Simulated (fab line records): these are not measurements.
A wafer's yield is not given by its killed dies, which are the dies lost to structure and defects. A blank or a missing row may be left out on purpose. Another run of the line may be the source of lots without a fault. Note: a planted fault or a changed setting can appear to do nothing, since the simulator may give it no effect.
fab line records	flow sky130
[record] lots = 11	wafers = 33	last_day = 50
route steps=708 shown PWDE@54 VT_ADJUST_HVTP@94 VT_ADJUST_LVTN@106
lots with no fault: from the same line, run without faults
start_h: hours from the record's opening day to when the first of the lot's shown wafers began	wait_h: time in hours since the lot's previous step	" same as the row above	L1.1+2: several wafers, shown together as one row	- no value, or no start given	* or withheld: withheld	< > ~ a bound
route shown NAME@n: NAME is a module with steps in the file, n the number in the route of the first one	usual: the fault-free wafers' mean and standard deviation	same: alike in all rows	chamber/n: place in a boat	sites: readings site by site	_std_site: their standard deviation	_edge_site: outer sites' mean less inner sites'	radius_mm: how far each site lies from the wafer's centre	mask NAME#n: copy n	behind: the most recent tool/chamber to have shaped the wafer	hold: cause of the lot's hold/its duration in hours/its outcome	device: which transistor (n, p or np) failed to switch	end of line: tests of these same wafers at the route's end	a step without rows: its recipe alone	killed: the dies lost at the first sort to structure and to defects; this is not the yield of the wafer	map: the dies of a wafer, with x for killed, . for not killed, _ for no die there
set.NAME: the setting the step ran with; set.NAME@STEP: the setting that earlier step ran with	model.NAME: the simulator's own value behind a step, which no gauge read
steps of the route over a sample of lots; a table a step, a row a wafer
services: when a tool's chamber went out of use (start_h, in hours from the record's first day, below 0 if earlier), for how many hours, and the reason
[[steps]]
[step SKY_PWDE_STRIP_09]
[recipe] chemistry = O2/N2	power_w = 1400	pressure_mtorr = 1500	platen_temp_c = withheld	o2_flow_sccm = 3000	n2_flow_sccm = 300	overash_fraction = 0.5
[usual] chamber_pressure_mTorr = 1500.1/1.5	drypump_motor_current_A = 6.0/0.39	oes_product_au = 0.723/0.004	strip_time_to_endpoint_s = 36.93/0.096
lot.wafer	tool	chamber	start_h	wait_h	chamber_pressure_mTorr	drypump_motor_current_A	oes_product_au	rf_hours_counter_h	strip_time_to_endpoint_s
L568.1	plasma_asher-03	0	84.33	0.1	1499.6	6.3	0.724	38	36.96
L568.3	"	1	"	"	1499.7	5.9	0.725	-	37.02
L568.5	"	0	"	"	1500.4	6.3	0.718	-	37.04
L569.1	plasma_asher-01	1	87.75	0.1	1502.7	6.7	0.721	41	36.87
L569.2	"	0	"	"	1496.4	5.6	0.719	41	36.96
L569.3	"	0	"	"	1499.3	5.6	0.719	-	36.99
L571.2	plasma_asher-04	1	94.88	0.1	1499.5	5.6	0.727	28	36.86
L571.4	"	0	"	"	1501.4	6.0	0.716	-	36.90
L571.6	"	0	"	"	1500.2	5.9	0.718	-	36.83
L572.3	plasma_asher-04	0	102.38	0.1	1498.7	5.9	0.716	-	37.00
L572.5	"	0	"	"	1501.6	5.9	0.720	-	36.90
L572.6	"	1	"	"	1500.2	5.6	0.725	-	36.81
L575.2	plasma_asher-04	1	113.65	0.1	1501.9	5.6	0.719	30	36.99
L575.5	"	1	"	"	1498.3	5.6	0.728	-	36.88
L575.6	"	0	"	"	1500.8	5.9	0.724	-	37.04
L576.1	plasma_asher-03	0	118.60	0.1	1499.4	6.3	0.716	0	36.89
L576.3	"	1	"	"	1498.9	5.9	0.727	-	36.91
L576.4	"	0	"	"	1500.1	6.3	0.730	-	36.96
L577.4	plasma_asher-04	0	126.58	0.1	1499.9	5.9	0.725	-	37.08
L577.5	"	1	"	"	1499.0	5.6	0.721	-	37.13
L577.6	"	0	"	"	1502.0	5.9	0.724	-	37.11
L580.3	plasma_asher-03	1	139.48	0.1	1499.8	5.9	0.727	-	36.76
L580.4	"	0	"	"	1500.2	6.3	0.717	-	36.86
L580.6	"	1	"	"	1498.5	5.9	0.727	-	36.82
L584.2	plasma_asher-01	0	163.10	0.1	1498.6	5.5	0.725	49	36.88
L584.5	"	1	"	"	1502.0	6.8	0.717	-	36.88
L584.6	"	0	"	"	1500.7	5.6	0.722	-	36.97
L585.2	plasma_asher-04	0	169.35	0.1	1502.0	5.9	0.720	36	36.96
L585.5	"	0	"	"	1497.5	5.9	0.724	-	37.09
L585.6	"	1	"	"	1502.1	5.6	0.722	-	37.09
L590.1	plasma_asher-04	1	199.23	0.1	1500.0	5.6	0.726	38	36.86
L590.3	"	0	"	"	1497.6	5.9	0.723	-	36.86
L590.6	"	1	"	"	1499.1	5.6	0.723	-	36.97
[step SKY_VT_ADJUST_HVTP_IMPLANT_09]
[recipe] species = As	energy_kev = 150	dose_cm2 = 4.3e+12	tilt_deg = withheld
[usual] faraday_current_uA = 24.2/0.47
lot.wafer	tool	chamber	start_h	wait_h	faraday_current_uA
L568.1	implanter-04	0	141.37	0.0	23.8
L568.3	"	0	"	"	23.9
L568.5	"	0	"	"	24.9
L569.1	implanter-04	0	143.40	0.0	25.1
L569.2	"	0	"	"	24.2
L569.3	"	0	"	"	23.9
L571.2	implanter-01	0	151.63	0.0	24.1
L571.4	"	0	"	"	24.7
L571.6	"	0	"	"	25.1
L572.3	implanter-01	0	161.14	0.1	24.0
L572.5	"	0	"	"	24.5
L572.6	"	0	"	"	24.3
L575.2	implanter-01	0	172.44	0.0	23.7
L575.5	"	0	"	"	24.5
L575.6	"	0	"	"	24.7
L575.2	implanter-01	0	172.76	0.3	24.4
L575.5	"	0	"	"	24.9
L575.6	"	0	"	"	24.5
L576.1	implanter-02	0	178.74	0.0	25.1
L576.3	"	0	"	"	24.4
L576.4	"	0	"	"	24.1
L576.1	implanter-02	0	179.05	0.3	23.7
L576.3	"	0	"	"	24.3
L576.4	"	0	"	"	24.7
L577.4	implanter-02	0	187.76	0.1	23.8
L577.5	"	0	"	"	24.6
L577.6	"	0	"	"	24.0
L577.4	implanter-02	0	188.08	0.3	23.3
L577.5	"	0	"	"	24.9
L577.6	"	0	"	"	23.9
L580.3	implanter-04	0	201.50	0.1	23.8
L580.4	"	0	"	"	24.2
L580.6	"	0	"	"	25.0
L584.2	implanter-02	0	226.31	0.0	23.5
L584.5	"	0	"	"	23.8
L584.6	"	0	"	"	24.0
L585.2	implanter-02	0	234.31	0.0	23.8
L585.5	"	0	"	"	24.0
L585.6	"	0	"	"	24.8
L590.1	implanter-04	0	267.23	0.0	23.7
L590.3	"	0	"	"	24.6
L590.6	"	0	"	"	23.9
[step SKY_VT_ADJUST_HVTP_TW_MEAS_11]
[usual] VT_ADJUST_HVTP_TW = 1348/8.2
lot.wafer	tool	chamber	start_h	wait_h	VT_ADJUST_HVTP_TW
L568.1	film_metro-01	-	141.62	0.1	1344
L568.3	"	-	"	"	1346
L568.5	"	-	"	"	1351
L569.1	film_metro-01	-	143.65	0.1	1339
L569.2	"	-	"	"	1347
L569.3	"	-	"	"	1343
L571.2	film_metro-03	-	151.86	0.1	1351
L571.4	"	-	"	"	1352
L571.6	"	-	"	"	1357
L572.3	film_metro-03	-	161.36	0.1	1356
L572.5	"	-	"	"	1356
L572.6	"	-	"	"	1357
L575.2	film_metro-03	-	173.01	0.1	1702
L575.5	"	-	"	"	1691
L575.6	"	-	"	"	1702
L576.1	film_metro-03	-	179.30	0.1	1700
L576.3	"	-	"	"	1696
L576.4	"	-	"	"	1691
L577.4	film_metro-01	-	188.28	0.1	1669
L577.5	"	-	"	"	1675
L577.6	"	-	"	"	1673
L580.3	film_metro-04	-	201.72	0.1	1356
L580.4	"	-	"	"	1354
L580.6	"	-	"	"	1354
L584.2	film_metro-03	-	226.55	0.1	1349
L584.5	"	-	"	"	1359
L584.6	"	-	"	"	1358
L585.2	film_metro-03	-	234.55	0.1	1352
L585.5	"	-	"	"	1351
L585.6	"	-	"	"	1353
L590.1	film_metro-03	-	267.48	0.1	1346
L590.3	"	-	"	"	1351
L590.6	"	-	"	"	1340
[step SKY_VT_ADJUST_LVTN_STRIP_09]
[recipe] chemistry = O2/N2	power_w = 1400	pressure_mtorr = 1500	platen_temp_c = withheld	o2_flow_sccm = 3000	n2_flow_sccm = 300	overash_fraction = 0.5
[usual] chamber_pressure_mTorr = 1499.8/1.3	drypump_motor_current_A = 5.9/0.53	oes_product_au = 0.722/0.0044	strip_time_to_endpoint_s = 36.93/0.1
lot.wafer	tool	chamber	start_h	wait_h	chamber_pressure_mTorr	drypump_motor_current_A	oes_product_au	rf_hours_counter_h	strip_time_to_endpoint_s
L568.1	plasma_asher-02	1	161.70	0.1	1498.9	5.0	0.721	49	36.89
L568.3	"	0	"	"	1498.6	6.0	0.722	-	36.85
L568.5	"	0	"	"	1500.4	6.0	0.721	-	36.79
L569.1	plasma_asher-03	1	163.30	0.1	1501.2	5.9	0.714	4	36.81
L569.2	"	0	"	"	1499.2	6.4	0.727	4	36.74
L569.3	"	0	"	"	1499.3	6.3	0.727	-	36.81
L571.2	plasma_asher-01	1	172.00	0.1	1499.2	6.7	0.714	49	36.89
L571.4	"	1	"	"	1499.7	6.7	0.718	-	36.83
L571.6	"	0	"	"	1497.6	5.6	0.721	-	36.91
L572.3	plasma_asher-01	1	181.93	0.1	1498.6	6.8	0.727	-	36.99
L572.5	"	0	"	"	1498.9	5.6	0.721	-	36.97
L572.6	"	1	"	"	1499.1	6.7	0.726	-	36.99
L575.2	plasma_asher-03	1	192.75	0.1	1499.4	5.9	0.724	7	37.08
L575.5	"	0	"	"	1501.4	6.3	0.723	-	37.09
L575.6	"	1	"	"	1500.5	5.9	0.719	-	37.00
L576.1	plasma_asher-02	1	200.19	0.1	1499.0	5.0	0.718	53	36.89
L576.3	"	1	"	"	1498.2	5.0	0.723	-	36.85
L576.4	"	0	"	"	1498.1	6.0	0.722	-	36.86
L577.4	plasma_asher-02	1	208.73	0.1	1499.8	5.0	0.722	-	36.89
L577.5	"	1	"	"	1501.1	5.0	0.720	-	36.73
L577.6	"	0	"	"	1498.4	6.0	0.721	-	36.86
L580.3	plasma_asher-03	0	223.38	0.1	1500.4	6.3	0.717	-	37.08
L580.4	"	1	"	"	1498.8	5.9	0.717	-	36.93
L580.6	"	0	"	"	1501.7	6.3	0.725	-	36.99
L584.2	plasma_asher-01	0	248.99	0.1	1498.6	5.6	0.719	56	37.02
L584.5	"	1	"	"	1501.1	6.7	0.722	-	37.13
L584.6	"	0	"	"	1501.0	5.6	0.709	-	37.11
L585.2	plasma_asher-02	0	256.95	0.1	1497.7	6.0	0.720	59	36.95
L585.5	"	1	"	"	1499.8	5.0	0.721	-	37.07
L585.6	"	0	"	"	1499.1	6.0	0.727	-	36.98
L590.1	plasma_asher-02	1	290.80	0.1	1499.6	5.0	0.725	63	36.86
L590.3	"	0	"	"	1501.3	6.0	0.728	-	36.90
L590.6	"	0	"	"	1501.9	6.0	0.720	-	36.97
[step SKY_VT_ADJUST_LVTN_STRIP_20]
[recipe] chemistry = O2/N2	power_w = 1400	pressure_mtorr = 1500	platen_temp_c = withheld	o2_flow_sccm = 3000	n2_flow_sccm = 300	overash_fraction = 0.5
[usual] chamber_pressure_mTorr = 1499.8/1.4	drypump_motor_current_A = 5.9/0.55	oes_product_au = 0.715/0.0046	strip_time_to_endpoint_s = 14.18/0.045
lot.wafer	tool	chamber	start_h	wait_h	chamber_pressure_mTorr	drypump_motor_current_A	oes_product_au	rf_hours_counter_h	strip_time_to_endpoint_s
L568.1	plasma_asher-02	0	182.20	0.1	1501.3	6.0	0.721	51	14.14
L568.3	"	0	"	"	1501.8	6.0	0.704	-	14.19
L568.5	"	0	"	"	1499.9	6.0	0.720	-	14.15
L569.1	plasma_asher-03	1	183.75	0.1	1499.6	5.9	0.716	6	14.12
L569.2	"	0	"	"	1501.1	6.4	0.713	6	14.15
L569.3	"	0	"	"	1498.3	6.4	0.715	-	14.14
L571.2	plasma_asher-02	0	192.05	0.1	1501.4	6.0	0.714	52	14.21
L571.4	"	0	"	"	1496.2	6.0	0.710	-	14.16
L571.6	"	0	"	"	1499.9	6.0	0.714	-	14.20
L572.3	plasma_asher-01	0	202.63	0.1	1501.1	5.5	0.714	-	14.26
L572.5	"	1	"	"	1500.4	6.7	0.709	-	14.20
L572.6	"	0	"	"	1498.5	5.6	0.720	-	14.22
L575.2	plasma_asher-01	0	213.30	0.1	1499.5	5.6	0.715	53	14.17
L575.5	"	0	"	"	1498.2	5.6	0.713	-	14.12
L575.6	"	1	"	"	1500.7	6.7	0.720	-	14.14
L576.1	plasma_asher-03	0	220.75	0.1	1497.9	6.3	0.713	10	14.10
L576.3	"	1	"	"	1499.8	5.9	0.716	-	14.08
L576.4	"	0	"	"	1499.5	6.4	0.729	-	14.10
L577.4	plasma_asher-02	1	231.08	0.1	1501.1	5.0	0.705	-	14.18
L577.5	"	0	"	"	1497.6	6.0	0.711	-	14.19
L577.6	"	1	"	"	1501.2	4.9	0.707	-	14.19
L580.3	plasma_asher-03	0	246.08	0.1	1499.4	6.4	0.713	-	14.15
L580.4	"	1	"	"	1500.2	5.9	0.717	-	14.20
L580.6	"	0	"	"	1498.6	6.4	0.720	-	14.16
L584.2	plasma_asher-02	1	272.00	0.1	1499.9	5.0	0.718	61	14.21
L584.5	"	0	"	"	1501.0	6.0	0.715	-	14.22
L584.6	"	1	"	"	1500.4	5.0	0.722	-	14.21
L585.2	plasma_asher-03	0	280.14	0.1	1500.6	6.3	0.713	16	14.22
L585.5	"	0	"	"	1499.1	6.3	0.713	-	14.16
L585.6	"	1	"	"	1497.4	5.9	0.717	-	14.15
L590.1	plasma_asher-03	0	317.02	0.1	1501.2	6.4	0.723	20	14.17
L590.3	"	1	"	"	1498.7	5.9	0.715	-	14.21
L590.6	"	1	"	"	1500.7	5.9	0.712	-	14.16
[[services]]
tool	chamber	start_h	hours	kind
implanter-02	-	69.18	0.8	repair
plasma_asher-04	-	75.00	15.6	pm
plasma_asher-02	-	78.01	5.1	repair
implanter-02	-	78.91	4.3	pm
implanter-02	-	100.17	7.2	repair
plasma_asher-03	-	108.75	9.0	pm
plasma_asher-03	0	108.75	9.0	vent_cycle
plasma_asher-03	1	108.75	9.0	vent_cycle
plasma_asher-03	0	117.75	-	clean
implanter-01	-	123.03	5.8	pm
implanter-01	-	134.06	3.4	repair
plasma_asher-03	-	134.32	4.6	repair
implanter-04	-	152.55	3.5	repair
implanter-04	-	156.76	19.5	pm
plasma_asher-02	-	157.40	0.4	repair
plasma_asher-02	-	175.27	1.8	repair
implanter-04	-	176.29	3.7	pm
implanter-02	-	188.36	1.1	repair
plasma_asher-01	-	206.01	6.3	repair
implanter-01	-	206.83	6.3	pm
implanter-01	-	238.47	2.3	repair
plasma_asher-01	-	254.36	20.7	repair
implanter-04	-	278.83	3.8	repair
implanter-02	-	286.79	3.9	repair
[[key]]
[first_sign] step = SKY_VT_ADJUST_HVTP_IMPLANT_09	reading = visit	direction = added
[effect] step = SKY_VT_ADJUST_HVTP_TW_MEAS_11	reading = VT_ADJUST_HVTP_TW	direction = up	sigmas = 42	usual = 1348	struck = 1689
met_at SKY_VT_ADJUST_HVTP_IMPLANT_09
struck_lots L575,L576,L577
tester_left_out L575,L576,L577
not_acting_at SKY_PWDE_STRIP_09,SKY_VT_ADJUST_LVTN_STRIP_09,SKY_VT_ADJUST_LVTN_STRIP_20
[fault] kind = repeated_step_whole	tool = implanter-01,implanter-02,implanter-04	chamber = -	onset_h = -	steps = SKY_VT_ADJUST_HVTP_IMPLANT_09	times = 1	scope = struck_lots_only
// tester_left_out: of these lots the tester's yield and bins aren't shown, on N5 and GAA mostly nor the transistor test; their killed dies are dies lost to structure and defects alone, not to doping, threshold or leakage, so they don't give the yield
